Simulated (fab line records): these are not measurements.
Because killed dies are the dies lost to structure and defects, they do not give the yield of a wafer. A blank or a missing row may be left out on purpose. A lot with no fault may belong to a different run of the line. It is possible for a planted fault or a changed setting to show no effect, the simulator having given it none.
Which tool did it? ; flow gf180mcu ; 37 wafers sampled from 13 lots at 1 step of a route of 602

## WHAT EACH GAUGE READ, for each wafer
GF_V4_OVL_MEAS_15.
lot;measured;on;V4_OVL (nm)
L937;day 24 10:22;overlay-02;8 1 6
L938;day 24 23:56;overlay-01;3 7 -3
L939;day 25 05:11;overlay-01;3 1 -3
L941;day 26 00:13;overlay-02;-9 -9 -6
L943;day 26 17:05;overlay-01;2 -7 5
L944;day 26 22:32;overlay-01;-5 -10 -2
L945;day 27 02:37;overlay-02;1 -10 0
L946;day 27 12:04;overlay-01;-20 -10 -16
L948;day 28 02:40;overlay-02;0 -3 3
L949;day 28 07:22;overlay-01;-13 -7 -13
L950;day 28 21:08;overlay-02;4 2 -1
L953;day 29 15:37;overlay-01;-2 2
L955;day 30 05:17;overlay-02;4 4

## WHAT TOOL EACH LOT RAN ON (gives the tool, then ch and the chambers of the sampled wafers, and finally the start)
There is no process step in the record ahead of these readings.

## AS READ BY THE TOOLS THEMSELVES (means over the sampled wafers that have a number; for cases with no such wafer, the mark the record gives instead)
The record holds no such reading with a usual standard deviation.

## THE ANSWER, worked out from the rows above alone
Rule: the usual values come from the lots themselves. Put in order of their means at a reading, lots are off if they are a third of the lots or fewer, leave a main group of 4 or more, and stand apart from it by a gap of 3 or more times the standard deviation of the main group's means; of several such gaps the widest counts. A main group is skipped when, at the precision printed for the reading in the tables above, its means are all equal. Also off: a lot with no number at a reading for which 4 or more lots have one. Where the step has rows for the other lots, those lots are counted as sound. Order of review: gauges by route order, followed by the tools' own readings, for which a lot's mean as printed above is used. The first step at which some lot is off is used, and at that step the reading that is off furthest; a lot without a number counts as furthest.
No lot is off at any reading shown: from this, nothing can be told.

## WHAT WAS PUT IN BY THE SIMULATOR
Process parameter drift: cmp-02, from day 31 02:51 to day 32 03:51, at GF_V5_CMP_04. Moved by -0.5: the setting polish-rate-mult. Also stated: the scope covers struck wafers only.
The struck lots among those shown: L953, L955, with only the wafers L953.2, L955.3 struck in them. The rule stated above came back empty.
